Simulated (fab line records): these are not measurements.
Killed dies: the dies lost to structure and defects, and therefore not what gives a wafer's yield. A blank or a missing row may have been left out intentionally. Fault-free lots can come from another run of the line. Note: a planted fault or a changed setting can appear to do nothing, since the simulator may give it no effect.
fab line records -- flow sfqLine
[record] lots = 14, wafers = 42, lastDay = 94
route steps=325 shown I0@54 M1@65 A5B@210 I5@238 I6@267
lots that met no fault: from a run of the same line without faults
startH: hours from the record's opening day to when the first of the lot's shown wafers began -- waitH: hours from the lot's prior step to this one -- " unchanged from the row above -- L1.1+2: a row that stands for several wafers -- - value missing, or start not given -- * or withheld: withheld -- < > ~ a bound
route shown NAME@n: names a module that has steps shown in the file, with the first one's number in the route -- usual: the fault-free wafers' mean and standard deviation -- same: alike in all rows -- chamber/n: place in a boat -- sites: readings site by site -- _std_site: standard deviation across them -- _edge_site: the outer-site mean with the inner-site mean subtracted -- radiusMm: how far each site lies from the wafer's centre -- mask NAME#n: copy n -- behind: the most recent tool/chamber to have shaped the wafer -- hold: cause of the lot's hold/its duration in hours/its outcome -- device: names the non-switching transistor (n, p or np) -- end of line: tests run on the same wafers once the route is complete -- a step given without rows: its recipe and nothing more -- killed: not the wafer's yield, but the dies lost to structure and defects at the first sort -- map: a wafer's dies, x killed, . not, _ none there
set.NAME: the run value of the setting; set.NAME@STEP: its run value at that earlier step -- model.NAME: the simulator's own value behind a step, which no gauge read
steps of the route over a sample of lots; a table a step, a row a wafer
services: a tool's chamber out of use, with start hour (startH, from the record's first day; less than 0 if before it), hours out, and reason
[[steps]]
[step SFQ_TRILAYER_I0_VIA_BARC_OPEN_VIA_ETCH_046]
[recipe] maskMaterial = PR, chemistry = O2, targetDepthNm = 125, target = BARC, sourceW = 500, biasW = 80, pressureMtorr = 30, timeS = 41.7
[usual] biasW = 80.01/0.25, chamberPressureMTorr = 30.00/0.037, drypumpMotorCurrentA = 5.7/0.36, oesProductAu = 0.685/0.0044
lot.wafer,tool,chamber,startH,waitH,biasW,chamberPressureMTorr,drypumpMotorCurrentA,oesProductAu,rfHoursCounterH
L361.3,rieDiel-03,0,189.05,0.0,79.53,29.98,5.9,0.691,5
L361.5,rieDiel-03,1,189.05,0.0,79.81,30.00,5.8,0.685,-
L361.6,rieDiel-03,2,189.05,0.0,79.75,30.02,5.7,0.689,-
L362.2,rieDiel-01,1,192.65,0.0,79.63,30.03,6.1,0.691,34
L362.3,rieDiel-01,0,192.65,0.0,80.26,29.98,5.2,0.689,0
L362.4,rieDiel-01,3,192.65,0.0,79.99,30.03,5.9,0.688,9
L364.3,rieDiel-03,2,213.60,0.0,79.69,29.96,5.6,0.693,4
L364.5,rieDiel-03,3,213.60,0.0,79.74,30.03,5.1,0.679,-
L364.6,rieDiel-03,2,213.60,0.0,80.19,30.05,5.7,0.690,-
L365.2,rieDiel-03,0,218.40,0.0,80.03,29.98,5.9,0.683,5
L365.3,rieDiel-03,2,218.40,0.0,80.28,30.01,5.6,0.682,4
L365.5,rieDiel-03,3,218.40,0.0,80.26,30.01,5.1,0.685,-
L368.2,rieDiel-02,1,239.55,0.0,80.11,30.05,5.5,0.694,84
L368.5,rieDiel-02,2,239.55,0.0,79.90,30.01,6.3,0.684,-
L368.6,rieDiel-02,1,239.55,0.0,79.81,29.96,5.5,0.687,-
L369.1,rieDiel-01,1,244.35,0.0,79.78,29.98,6.1,0.683,34
L369.2,rieDiel-01,0,244.35,0.0,79.56,30.00,5.2,0.689,1
L369.4,rieDiel-01,3,244.35,0.0,79.90,29.99,5.9,0.681,10
L370.3,rieDiel-02,1,263.55,0.0,79.86,30.00,5.5,0.680,84
L370.4,rieDiel-02,0,263.55,0.0,80.10,30.02,5.6,0.685,8
L370.6,rieDiel-02,3,263.55,0.0,80.10,30.01,5.2,0.690,-
L372.1,rieDiel-03,0,277.95,0.0,79.97,29.97,5.9,0.687,6
L372.2,rieDiel-03,3,277.95,0.0,80.12,30.01,5.1,0.686,107
L372.5,rieDiel-03,0,277.95,0.0,80.63,30.02,5.9,0.689,-
L373.2,rieDiel-02,2,283.95,0.0,80.55,30.03,6.3,0.675,53
L373.4,rieDiel-02,3,283.95,0.0,80.18,29.99,5.2,0.691,50
L373.6,rieDiel-02,2,283.95,0.0,80.14,30.00,6.3,0.689,-
L374.2,rieDiel-01,2,289.95,0.0,79.78,30.01,5.6,0.685,114
L374.3,rieDiel-01,1,289.95,0.0,80.13,29.98,6.1,0.680,35
L374.4,rieDiel-01,0,289.95,0.0,79.60,30.02,5.2,0.688,2
L378.1,rieDiel-01,2,325.06,0.0,-,-,-,-,-
L378.2,rieDiel-01,0,325.06,0.0,-,-,-,-,-
L378.6,rieDiel-01,0,325.06,0.0,-,-,-,-,-
L379.2,rieDiel-01,2,335.86,0.0,-,-,-,-,-
L379.4,rieDiel-01,0,335.86,0.0,-,-,-,-,-
L379.5,rieDiel-01,0,335.86,0.0,-,-,-,-,-
L381.1,rieDiel-01,3,346.66,0.0,79.91,29.94,5.9,0.681,12
L381.2,rieDiel-01,2,346.66,0.0,79.78,30.01,5.6,0.680,115
L381.4,rieDiel-01,1,346.66,0.0,79.98,29.96,6.1,0.690,36
L382.1,rieDiel-02,2,359.43,0.0,79.85,30.05,6.3,0.686,54
L382.5,rieDiel-02,1,359.43,0.0,80.04,30.01,5.5,0.685,-
L382.6,rieDiel-02,2,359.43,0.0,80.39,29.98,6.3,0.684,-
[step SFQ_TRILAYER_I0_VIA_ETCH_VIA_ETCH_034]
[recipe] target = SiO2, stopOn = Nb, maskMaterial = PR, taperDeg = 20, chemistry = CHF3, targetDepthNm = 260, sourceW = 500, biasW = 80, pressureMtorr = 30, timeS = withheld
[usual] biasW = 79.97/0.21, chamberPressureMTorr = 29.996/0.027, drypumpMotorCurrentA = 5.7/0.36, oesProductAu = 0.854/0.0048
lot.wafer,tool,chamber,startH,waitH,biasW,chamberPressureMTorr,drypumpMotorCurrentA,oesProductAu
L361.3,rieDiel-03,0,189.09,0.0,79.62,29.942,5.9,0.851
L361.5,rieDiel-03,1,189.09,0.0,79.55,30.027,5.8,0.864
L361.6,rieDiel-03,2,189.09,0.0,80.24,29.967,5.6,0.848
L362.2,rieDiel-01,1,192.69,0.0,80.24,30.000,6.1,0.848
L362.3,rieDiel-01,0,192.69,0.0,79.81,30.028,5.2,0.852
L362.4,rieDiel-01,3,192.69,0.0,80.34,29.979,5.9,0.855
L364.3,rieDiel-03,2,213.64,0.0,79.50,29.933,5.6,0.855
L364.5,rieDiel-03,3,213.64,0.0,80.00,30.025,5.1,0.849
L364.6,rieDiel-03,2,213.64,0.0,79.89,29.959,5.6,0.857
L365.2,rieDiel-03,0,218.44,0.0,79.94,30.038,5.8,0.853
L365.3,rieDiel-03,2,218.44,0.0,79.92,30.005,5.6,0.851
L365.5,rieDiel-03,3,218.44,0.0,80.57,30.032,5.1,0.855
L368.2,rieDiel-02,1,239.59,0.0,80.23,30.049,5.4,0.861
L368.5,rieDiel-02,2,239.59,0.0,79.53,30.001,6.3,0.864
L368.6,rieDiel-02,1,239.59,0.0,79.68,29.979,5.4,0.859
L369.1,rieDiel-01,1,244.39,0.0,79.88,30.023,6.1,0.861
L369.2,rieDiel-01,0,244.39,0.0,79.85,29.991,5.2,0.853
L369.4,rieDiel-01,3,244.39,0.0,80.11,30.042,5.9,0.861
L370.3,rieDiel-02,1,263.59,0.0,79.90,29.955,5.4,0.857
L370.4,rieDiel-02,0,263.59,0.0,79.99,30.015,5.6,0.858
L370.6,rieDiel-02,3,263.59,0.0,80.23,30.053,5.2,0.851
L372.1,rieDiel-03,0,277.99,0.0,80.28,30.025,5.9,0.851
L372.2,rieDiel-03,3,277.99,0.0,80.00,29.999,5.1,0.860
L372.5,rieDiel-03,0,277.99,0.0,80.03,29.937,5.9,0.863
L373.2,rieDiel-02,2,283.99,0.0,79.67,29.970,6.3,0.858
L373.4,rieDiel-02,3,283.99,0.0,80.07,30.002,5.2,0.853
L373.6,rieDiel-02,2,283.99,0.0,79.84,29.980,6.3,0.858
L374.2,rieDiel-01,2,289.99,0.0,79.63,29.956,5.6,0.854
L374.3,rieDiel-01,1,289.99,0.0,80.11,29.998,6.1,0.848
L374.4,rieDiel-01,0,289.99,0.0,79.94,29.999,5.2,0.846
L378.1,rieDiel-01,2,325.10,0.0,79.79,29.966,5.6,0.376
L378.2,rieDiel-01,0,325.10,0.0,79.85,30.032,5.2,0.378
L378.6,rieDiel-01,0,325.10,0.0,80.17,29.965,5.2,0.378
L379.2,rieDiel-01,2,335.90,0.0,80.35,30.006,5.6,0.379
L379.4,rieDiel-01,0,335.90,0.0,80.14,30.009,5.2,0.366
L379.5,rieDiel-01,0,335.90,0.0,80.15,29.968,5.2,0.370
L381.1,rieDiel-01,3,346.70,0.0,80.03,29.956,5.9,0.861
L381.2,rieDiel-01,2,346.70,0.0,80.12,29.956,5.6,0.854
L381.4,rieDiel-01,1,346.70,0.0,79.96,30.030,6.1,0.861
L382.1,rieDiel-02,2,359.47,0.0,80.21,29.989,6.3,0.849
L382.5,rieDiel-02,1,359.47,0.0,79.92,29.960,5.5,0.852
L382.6,rieDiel-02,2,359.47,0.0,79.88,30.005,6.3,0.855
[step SFQ_TRILAYER_M1_LITHO_EXPOSE_040]
[recipe] maskId = M1, na = 0.6, sourceShape = conventional, sigmaOuter = 0.65, targetCdNm = 500, doseMj = 14.4
[usual] exposureDoseMJCm2 = 14.399/0.015, focusOffsetNm = 0.1/0.48
lot.wafer,tool,chamber,startH,waitH,mask,exposureDoseMJCm2,focusOffsetNm
L361.3,krfScanner-01,0,239.62,-,M1#0,14.363,-0.7
L361.5,krfScanner-01,0,239.62,-,M1#0,14.377,-0.8
L361.6,krfScanner-01,0,239.62,-,M1#0,14.390,-1.2
L362.2,krfScanner-01,0,247.82,-,M1#0,14.386,0.1
L362.3,krfScanner-01,0,247.82,-,M1#0,14.402,-0.3
L362.4,krfScanner-01,0,247.82,-,M1#0,14.393,-0.4
L364.3,krfScanner-01,0,260.02,-,M1#0,14.421,0.2
L364.5,krfScanner-01,0,260.02,-,M1#0,14.404,0.2
L364.6,krfScanner-01,0,260.02,-,M1#0,14.418,0.5
L365.2,krfScanner-01,0,264.62,-,M1#0,14.405,-0.1
L365.3,krfScanner-01,0,264.62,-,M1#0,14.407,0.4
L365.5,krfScanner-01,0,264.62,-,M1#0,14.408,-0.4
L368.2,krfScanner-01,0,285.02,-,M1#0,14.407,0.1
L368.5,krfScanner-01,0,285.02,-,M1#0,14.391,0.5
L368.6,krfScanner-01,0,285.02,-,M1#0,14.408,0.1
L369.1,krfScanner-01,0,289.62,-,M1#0,14.403,-0.1
L369.2,krfScanner-01,0,289.62,-,M1#0,14.385,0.0
L369.4,krfScanner-01,0,289.62,-,M1#0,14.401,0.7
L370.3,krfScanner-01,0,314.32,-,M1#0,14.410,0.2
L370.4,krfScanner-01,0,314.32,-,M1#0,14.403,-0.1
L370.6,krfScanner-01,0,314.32,-,M1#0,14.406,-0.4
L372.1,krfScanner-01,0,327.12,-,M1#0,14.370,0.2
L372.2,krfScanner-01,0,327.12,-,M1#0,14.362,-0.2
L372.5,krfScanner-01,0,327.12,-,M1#0,14.376,-0.1
L373.2,krfScanner-01,0,333.32,-,M1#0,14.402,0.9
L373.4,krfScanner-01,0,333.32,-,M1#0,14.444,0.9
L373.6,krfScanner-01,0,333.32,-,M1#0,14.399,0.5
L374.2,krfScanner-01,0,339.32,-,M1#0,14.392,0.1
L374.3,krfScanner-01,0,339.32,-,M1#0,14.383,0.6
L374.4,krfScanner-01,0,339.32,-,M1#0,14.400,0.6
L378.1,krfScanner-01,-,382.90,-,M1#0,-,-
L378.2,krfScanner-01,-,382.90,-,M1#0,-,-
L378.6,krfScanner-01,-,382.90,-,M1#0,-,-
L379.2,krfScanner-01,-,394.65,-,M1#0,-,-
L379.4,krfScanner-01,-,394.65,-,M1#0,-,-
L379.5,krfScanner-01,-,394.65,-,M1#0,-,-
L381.1,krfScanner-01,0,405.25,-,M1#0,14.372,-0.1
L381.2,krfScanner-01,0,405.25,-,M1#0,14.398,-0.4
L381.4,krfScanner-01,0,405.25,-,M1#0,14.414,-0.5
L382.1,krfScanner-01,0,418.44,-,M1#0,14.400,-0.5
L382.5,krfScanner-01,0,418.44,-,M1#0,14.418,0.1
L382.6,krfScanner-01,0,418.44,-,M1#0,14.408,0.3
[step SFQ_TRILAYER_A5B_CMP_CMP_130]
[recipe] stopOn = Nb, downForcePsi = 3, platenRpm = 60, targetThkNm = 340.7
[usual] motorCurrentA = 10.2/0.9, slurryFlowMlMin = 150.1/0.45
lot.wafer,tool,chamber,startH,waitH,motorCurrentA,slurryFlowMlMin
L361.3,cmp-02,2,1289.59,6.4,9.1,150.6
L361.5,cmp-02,2,1291.59,8.3,9.0,149.6
L361.6,cmp-02,3,1291.59,8.3,10.3,150.2
L362.2,cmp-01,3,1290.30,5.9,9.8,149.9
L362.4,cmp-01,0,1290.30,5.9,9.0,150.2
L362.3,cmp-01,2,1291.80,7.4,9.9,149.5
L364.3,cmp-01,0,1293.80,5.8,9.0,149.5
L364.5,cmp-01,3,1295.30,7.2,10.8,149.5
L364.6,cmp-01,0,1295.30,7.2,8.8,149.8
L365.2,cmp-02,3,1296.09,6.9,10.2,150.5
L365.3,cmp-02,1,1297.09,7.8,10.8,150.3
L365.5,cmp-02,2,1297.09,7.8,9.6,150.5
L368.2,cmp-01,1,1339.69,1.0,12.2,150.7
L368.6,cmp-01,3,1340.69,2.0,10.1,150.0
L368.5,cmp-01,0,1340.69,2.0,8.9,149.9
L369.1,cmp-02,0,1374.51,0.0,10.6,149.7
L369.2,cmp-02,2,1375.51,1.0,9.0,150.3
L369.4,cmp-02,3,1375.51,1.0,10.6,150.2
L370.3,cmp-02,3,1388.96,1.2,9.6,150.4
L370.4,cmp-02,0,1388.96,1.2,10.3,150.5
L370.6,cmp-02,2,1390.46,2.7,9.1,149.9
L372.2,cmp-02,3,1397.93,0.6,10.4,149.4
L372.1,cmp-02,0,1397.93,0.6,10.1,150.1
L372.5,cmp-02,3,1399.93,2.6,11.1,149.2
L373.2,cmp-02,2,1412.14,4.1,8.7,149.8
L373.4,cmp-02,0,1413.14,5.0,10.4,150.0
L373.6,cmp-02,2,1414.14,6.0,9.0,150.1
L374.3,cmp-02,2,1414.64,4.0,9.6,150.7
L374.2,cmp-02,0,1415.64,5.0,10.3,150.4
L374.4,cmp-02,1,1415.64,5.0,10.8,150.6
L378.1,cmp-02,2,1431.05,0.0,8.9,149.9
L378.2,cmp-02,0,1432.05,1.0,10.6,148.8
L378.6,cmp-02,2,1433.05,2.0,8.6,150.8
L379.4,cmp-02,0,1439.85,0.0,10.3,149.6
L379.2,cmp-02,2,1440.85,1.0,8.6,150.1
L379.5,cmp-02,0,1441.85,2.0,10.5,149.7
L381.2,cmp-01,3,1455.57,0.6,10.1,150.9
L381.4,cmp-01,1,1456.57,1.5,12.7,150.2
L381.1,cmp-01,2,1456.57,1.5,10.1,150.7
L382.1,cmp-02,0,1462.89,1.8,9.8,149.7
L382.5,cmp-02,0,1464.89,3.7,10.1,150.1
L382.6,cmp-02,1,1464.89,3.7,11.4,149.9
[step SFQ_TRILAYER_I5_STRIP_STRIP_148]
[recipe] gas = O2, powerW = 200, platenTempC = 40, overashFraction = 0.65, chemistry = O2, pressureMtorr = 50
[usual] drypumpMotorCurrentA = 5.8/0.61, heBacksideLeakSccm = 3.59/0.25, oesProductAu = 0.999/0.0079, platenTempC = 40.00/0.11
lot.wafer,tool,chamber,startH,waitH,drypumpMotorCurrentA,heBacksideLeakSccm,oesProductAu,platenTempC,rfHoursCounterH
L361.3,rieMetal-03,0,1574.32,-,5.9,3.07,1.004,40.03,-
L361.5,rieMetal-03,0,1574.32,-,5.9,3.13,1.005,40.11,-
L361.6,rieMetal-03,1,1574.32,-,5.7,3.64,1.005,40.05,-
L362.2,rieMetal-01,1,1575.32,-,6.2,3.78,0.990,40.04,106
L362.3,rieMetal-01,0,1575.32,-,6.6,3.55,0.999,40.11,-
L362.4,rieMetal-01,1,1575.32,-,6.2,3.73,0.989,39.92,-
L364.3,rieMetal-01,1,1581.64,-,6.2,3.78,0.986,39.78,-
L364.5,rieMetal-01,0,1581.64,-,6.6,3.58,0.991,40.07,-
L364.6,rieMetal-01,1,1581.64,-,6.2,3.85,0.990,39.96,-
L365.2,rieMetal-02,0,1582.64,-,4.6,3.84,0.999,39.95,112
L365.3,rieMetal-02,0,1582.64,-,4.7,3.82,1.000,40.18,-
L365.5,rieMetal-02,1,1582.64,-,5.3,3.76,0.995,39.98,-
L368.2,rieMetal-01,0,1611.44,-,6.6,3.54,1.002,39.95,98
L368.5,rieMetal-01,1,1611.44,-,6.2,3.72,0.993,39.96,-
L368.6,rieMetal-01,0,1611.44,-,6.6,3.50,0.997,39.90,-
L369.1,rieMetal-02,0,1639.74,-,4.6,3.88,1.004,40.16,118
L369.2,rieMetal-02,1,1639.74,-,5.3,3.74,0.990,39.87,97
L369.4,rieMetal-02,1,1639.74,-,5.2,3.62,0.990,39.74,-
L370.3,rieMetal-03,0,1653.79,-,5.9,3.17,1.010,40.31,-
L370.4,rieMetal-03,1,1653.79,-,5.7,3.69,0.992,40.05,-
L370.6,rieMetal-03,0,1653.79,-,5.9,2.99,1.008,39.95,-
L372.1,rieMetal-02,1,1670.55,-,5.2,3.80,0.979,39.92,101
L372.2,rieMetal-02,1,1670.55,-,5.2,3.81,0.987,40.14,-
L372.5,rieMetal-02,1,1670.55,-,5.2,3.84,0.989,39.95,-
L373.2,rieMetal-03,1,1680.15,-,5.7,3.13,1.007,39.98,93
L373.4,rieMetal-03,1,1680.15,-,5.7,3.37,0.985,40.06,-
L373.6,rieMetal-03,0,1680.15,-,5.9,3.09,1.007,40.09,-
L374.2,rieMetal-02,1,1686.35,-,5.3,3.54,0.989,39.96,-
L374.3,rieMetal-02,1,1686.35,-,5.3,3.78,0.992,39.95,-
L374.4,rieMetal-02,1,1686.35,-,5.2,3.61,0.998,40.02,-
L378.1,rieMetal-02,0,1711.35,-,4.6,3.09,1.016,40.12,2
L378.2,rieMetal-02,1,1711.35,-,5.3,3.49,0.999,40.00,106
L378.6,rieMetal-02,1,1711.35,-,5.3,3.65,0.989,40.18,-
L379.2,rieMetal-03,1,1719.75,-,5.7,3.62,1.001,40.02,99
L379.4,rieMetal-03,1,1719.75,-,5.7,3.74,0.987,40.01,-
L379.5,rieMetal-03,0,1719.75,-,5.9,3.16,1.019,40.10,-
L381.1,rieMetal-01,0,1728.15,-,6.6,3.55,1.001,39.87,114
L381.2,rieMetal-01,0,1728.15,-,6.5,3.53,1.002,40.02,-
L381.4,rieMetal-01,0,1728.15,-,6.5,3.63,1.003,39.82,-
L382.1,rieMetal-02,1,1735.35,-,5.2,3.81,0.986,40.10,110
L382.5,rieMetal-02,0,1735.35,-,4.6,3.08,1.004,39.87,-
L382.6,rieMetal-02,1,1735.35,-,5.3,3.83,0.992,40.15,-
[step SFQ_TRILAYER_I6_CMP_CMP_166]
[recipe] material = SiO2, downForcePsi = 3, platenRpm = 60, padVelocityMS = 0.94248
[usual] motorCurrentA = 10.2/0.88, slurryFlowMlMin = 150.0/0.43, timeToEndpointS = 217/8.6
lot.wafer,tool,chamber,startH,waitH,motorCurrentA,slurryFlowMlMin,timeToEndpointS
L361.3,cmp-01,3,1713.90,0.5,9.7,149.9,206
L361.6,cmp-01,2,1715.40,2.0,10.1,150.3,224
L361.5,cmp-01,3,1715.40,2.0,10.3,150.2,214
L362.4,cmp-02,2,1715.38,0.0,9.3,149.4,234
L362.2,cmp-02,3,1715.38,0.0,10.5,149.9,222
L362.3,cmp-02,1,1716.88,1.5,10.8,149.3,207
L365.2,cmp-01,3,1723.44,0.0,9.7,150.2,202
L365.3,cmp-01,2,1724.94,1.5,9.7,150.2,221
L365.5,cmp-01,3,1724.94,1.5,10.4,150.2,211
L364.3,cmp-02,0,1723.74,1.5,10.4,150.3,228
L364.6,cmp-02,1,1723.74,1.5,11.4,149.7,217
L364.5,cmp-02,2,1723.74,1.5,8.9,149.9,224
L368.2,cmp-02,0,1746.23,1.0,10.6,150.3,222
L368.6,cmp-02,2,1747.23,2.0,9.0,149.5,239
L368.5,cmp-02,3,1747.23,2.0,10.8,149.7,212
L369.1,cmp-01,0,1877.53,0.5,9.0,150.4,214
L369.4,cmp-01,1,1877.53,0.5,11.1,150.5,213
L369.2,cmp-01,2,1877.53,0.5,9.7,149.8,225
L370.3,cmp-02,0,1900.52,0.5,10.6,149.5,220
L370.4,cmp-02,2,1901.52,1.5,9.6,149.5,231
L370.6,cmp-02,0,1902.52,2.5,10.5,149.5,219
L372.2,cmp-02,3,1914.68,1.1,10.6,150.0,206
L372.1,cmp-02,1,1915.68,2.1,10.9,150.5,206
L372.5,cmp-02,3,1916.68,3.1,10.2,150.2,210
L373.2,cmp-02,0,1919.38,1.0,10.3,149.9,215
L373.4,cmp-02,1,1919.38,1.0,10.8,149.9,208
L373.6,cmp-02,2,1919.38,1.0,9.1,150.0,225
L374.2,cmp-02,1,1925.04,0.0,11.1,150.5,209
L374.3,cmp-02,3,1926.04,1.0,10.9,150.2,219
L374.4,cmp-02,0,1926.04,1.0,10.4,149.8,232
L378.2,cmp-02,2,1938.04,1.0,9.5,149.8,232
L378.1,cmp-02,3,1938.04,1.0,10.5,149.0,215
L378.6,cmp-02,1,1939.54,2.5,10.6,151.1,216
L379.4,cmp-01,1,1939.34,1.1,12.1,149.6,204
L379.2,cmp-01,2,1939.34,1.1,10.6,150.7,220
L379.5,cmp-01,1,1941.34,3.1,12.0,149.9,212
L381.4,cmp-01,0,1942.34,0.5,9.0,150.5,211
L381.1,cmp-01,1,1942.34,0.5,11.4,149.9,211
L381.2,cmp-01,2,1942.34,0.5,9.8,150.1,219
L382.1,cmp-02,0,1947.14,0.5,10.3,150.2,215
L382.6,cmp-02,3,1948.64,2.0,10.3,150.8,223
L382.5,cmp-02,0,1948.64,2.0,10.1,150.1,230
[[services]]
tool,chamber,startH,hours,kind
cmp-02,-,236.72,4.0,pm
cmp-02,-,256.53,1.5,repair
cmp-02,-,357.25,2.1,repair
cmp-02,-,487.02,5.3,pm
cmp-02,-,501.67,2.2,repair
cmp-02,-,579.31,4.0,pm
cmp-02,-,583.31,4.2,pm
cmp-02,-,692.89,0.3,repair
cmp-02,-,841.49,1.4,repair
cmp-02,-,867.24,6.0,pm
cmp-02,-,921.64,4.0,pm
cmp-02,-,1023.93,3.4,repair
cmp-02,-,1069.07,15.4,pm
cmp-02,-,1086.74,0.7,repair
cmp-02,-,1209.78,4.0,repair
cmp-02,-,1224.94,4.8,pm
cmp-02,-,1237.26,5.8,pm
cmp-02,-,1244.44,0.8,repair
cmp-02,-,1264.59,4.0,pm
cmp-02,-,1481.78,0.6,repair
cmp-02,-,1483.04,4.2,repair
cmp-02,-,1542.28,1.2,repair
cmp-02,-,1550.38,2.3,repair
cmp-02,-,1551.61,0.4,repair
[[key]]
[firstSign] step = SFQ_TRILAYER_I0_VIA_BARC_OPEN_VIA_ETCH_046, reading = toolRecord, direction = missing
[effect] step = SFQ_TRILAYER_I0_VIA_ETCH_VIA_ETCH_034, reading = oesProductAu, direction = down, sigmas = 99+, usual = 0.854, struck = 0.374
[effect] step = SFQ_TRILAYER_M1_LITHO_EXPOSE_040, reading = toolRecord, direction = missing
metAt SFQ_TRILAYER_I0_VIA_BARC_OPEN_VIA_ETCH_046
struckLots L378,L379
notActingAt SFQ_TRILAYER_A5B_CMP_CMP_130,SFQ_TRILAYER_I5_STRIP_STRIP_148,SFQ_TRILAYER_I6_CMP_CMP_166
onsetBetween 289.95 325.06
[fault] kind = skippedStepWhole, tool = rieDiel-01, chamber = -, onsetH = 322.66, steps = SFQ_TRILAYER_I0_VIA_BARC_OPEN_VIA_ETCH_046, scope = struckLotsOnly
